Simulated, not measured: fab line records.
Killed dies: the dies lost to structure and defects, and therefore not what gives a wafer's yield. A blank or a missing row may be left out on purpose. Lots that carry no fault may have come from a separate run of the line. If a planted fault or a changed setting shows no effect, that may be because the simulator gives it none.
Chamber matching || flow sky130 || SKY_POLY_GATE_ETCH_15 on rie_diel-01: 4 sister chambers
The step etches BARC in N2/H2, stops on SiO2, time 118.5 s, target depth 110 nm. 16 wafers are shown with their chamber, then 8 later ones without.

== EACH WAFER AND ITS CHAMBER ==
{"wafer": "L074.1", "chamber": 0, "drypump_motor_current_A (A)": 5.2, "h2_flow_sccm (sccm)": 200.3, "throttle_valve_pct (%)": 13.195}
{"wafer": "L074.3", "chamber": 1, "drypump_motor_current_A (A)": 5.8, "h2_flow_sccm (sccm)": 199.9, "throttle_valve_pct (%)": 13.220}
{"wafer": "L074.5", "chamber": 2, "drypump_motor_current_A (A)": 5.5, "h2_flow_sccm (sccm)": 199.8, "throttle_valve_pct (%)": 13.209}
{"wafer": "L076.2", "chamber": 0, "drypump_motor_current_A (A)": 5.2, "h2_flow_sccm (sccm)": 200.2, "throttle_valve_pct (%)": 13.220}
{"wafer": "L076.4", "chamber": 3, "drypump_motor_current_A (A)": 5.0, "h2_flow_sccm (sccm)": 199.3, "throttle_valve_pct (%)": 13.221}
{"wafer": "L076.5", "chamber": 3, "drypump_motor_current_A (A)": 5.0, "h2_flow_sccm (sccm)": 199.4, "throttle_valve_pct (%)": 13.206}
{"wafer": "L080.1", "chamber": 0, "drypump_motor_current_A (A)": 5.2, "h2_flow_sccm (sccm)": 200.2, "throttle_valve_pct (%)": 13.200}
{"wafer": "L080.2", "chamber": 2, "drypump_motor_current_A (A)": 5.5, "h2_flow_sccm (sccm)": 200.7, "throttle_valve_pct (%)": 13.204}
{"wafer": "L080.4", "chamber": 2, "drypump_motor_current_A (A)": 5.5, "h2_flow_sccm (sccm)": 201.1, "throttle_valve_pct (%)": 13.208}
{"wafer": "L082.1", "chamber": 1, "drypump_motor_current_A (A)": 5.9, "h2_flow_sccm (sccm)": 198.9, "throttle_valve_pct (%)": 13.214}
{"wafer": "L082.4", "chamber": 0, "drypump_motor_current_A (A)": 5.2, "h2_flow_sccm (sccm)": 200.0, "throttle_valve_pct (%)": 13.209}
{"wafer": "L082.5", "chamber": 2, "drypump_motor_current_A (A)": 5.5, "h2_flow_sccm (sccm)": 200.1, "throttle_valve_pct (%)": 13.211}
{"wafer": "L085.2", "chamber": 2, "drypump_motor_current_A (A)": 5.5, "h2_flow_sccm (sccm)": 200.8, "throttle_valve_pct (%)": 13.218}
{"wafer": "L085.3", "chamber": 3, "drypump_motor_current_A (A)": 5.0, "h2_flow_sccm (sccm)": 200.0, "throttle_valve_pct (%)": 13.211}
{"wafer": "L085.6", "chamber": 3, "drypump_motor_current_A (A)": 5.0, "h2_flow_sccm (sccm)": 200.3, "throttle_valve_pct (%)": 13.223}
{"wafer": "L093.1", "chamber": 1, "drypump_motor_current_A (A)": 5.8, "h2_flow_sccm (sccm)": 199.4, "throttle_valve_pct (%)": 13.213}

SIGNATURES, as means of the wafers listed above
{"reading": "drypump_motor_current_A", "chamber 0": 5.200, "chamber 1": 5.833, "chamber 2": 5.500, "chamber 3": 5.000, "scatter within a chamber": 0.0236}
{"reading": "h2_flow_sccm", "chamber 0": 200.175, "chamber 1": 199.400, "chamber 2": 200.500, "chamber 3": 199.750, "scatter within a chamber": 0.445}
{"reading": "throttle_valve_pct", "chamber 0": 13.20600, "chamber 1": 13.21567, "chamber 2": 13.21000, "chamber 3": 13.21525, "scatter within a chamber": 0.0076}
Rule: for each reading, subtract the chamber's mean from the wafer's reading, divide by that reading's scatter and square the result; add these up over the readings and take the root, which gives the wafer's distance from the chamber. The wafer belongs to the nearest chamber; if the next one is less than 2 further off, it can't be placed. The scatter is the square root of a quotient: the sum, over the shown wafers, of each reading's squared deviation from its chamber's mean, divided by wafers minus chambers.

== WAFERS MISSING THEIR CHAMBER ==
{"wafer": "L093.3", "drypump_motor_current_A (A)": 5.0, "h2_flow_sccm (sccm)": 199.9, "throttle_valve_pct (%)": 13.206}
{"wafer": "L093.5", "drypump_motor_current_A (A)": 5.5, "h2_flow_sccm (sccm)": 201.5, "throttle_valve_pct (%)": 13.208}
{"wafer": "L094.1", "drypump_motor_current_A (A)": 5.8, "h2_flow_sccm (sccm)": 199.8, "throttle_valve_pct (%)": 13.204}
{"wafer": "L094.3", "drypump_motor_current_A (A)": 5.2, "h2_flow_sccm (sccm)": 199.2, "throttle_valve_pct (%)": 13.198}
{"wafer": "L094.5", "drypump_motor_current_A (A)": 5.5, "h2_flow_sccm (sccm)": 200.3, "throttle_valve_pct (%)": 13.213}
{"wafer": "L095.4", "drypump_motor_current_A (A)": 5.4, "h2_flow_sccm (sccm)": 199.9, "throttle_valve_pct (%)": 13.223}
{"wafer": "L095.5", "drypump_motor_current_A (A)": 5.5, "h2_flow_sccm (sccm)": 200.5, "throttle_valve_pct (%)": 13.207}
{"wafer": "L095.6", "drypump_motor_current_A (A)": 5.8, "h2_flow_sccm (sccm)": 199.8, "throttle_valve_pct (%)": 13.210}

== THE CHAMBER EACH PASSED THROUGH ==
{"wafer": "L093.3", "from the rows above": 3, "in truth": 3}
{"wafer": "L093.5", "from the rows above": 2, "in truth": 2}
{"wafer": "L094.1", "from the rows above": 1, "in truth": 1}
{"wafer": "L094.3", "from the rows above": 0, "in truth": 0}
{"wafer": "L094.5", "from the rows above": 2, "in truth": 2}
{"wafer": "L095.4", "from the rows above": 2, "in truth": 2}
{"wafer": "L095.5", "from the rows above": 2, "in truth": 2}
{"wafer": "L095.6", "from the rows above": 1, "in truth": 1}
Placed correctly: 8 of 8. Not placeable from these rows: 0. Wrongly placed: 0.
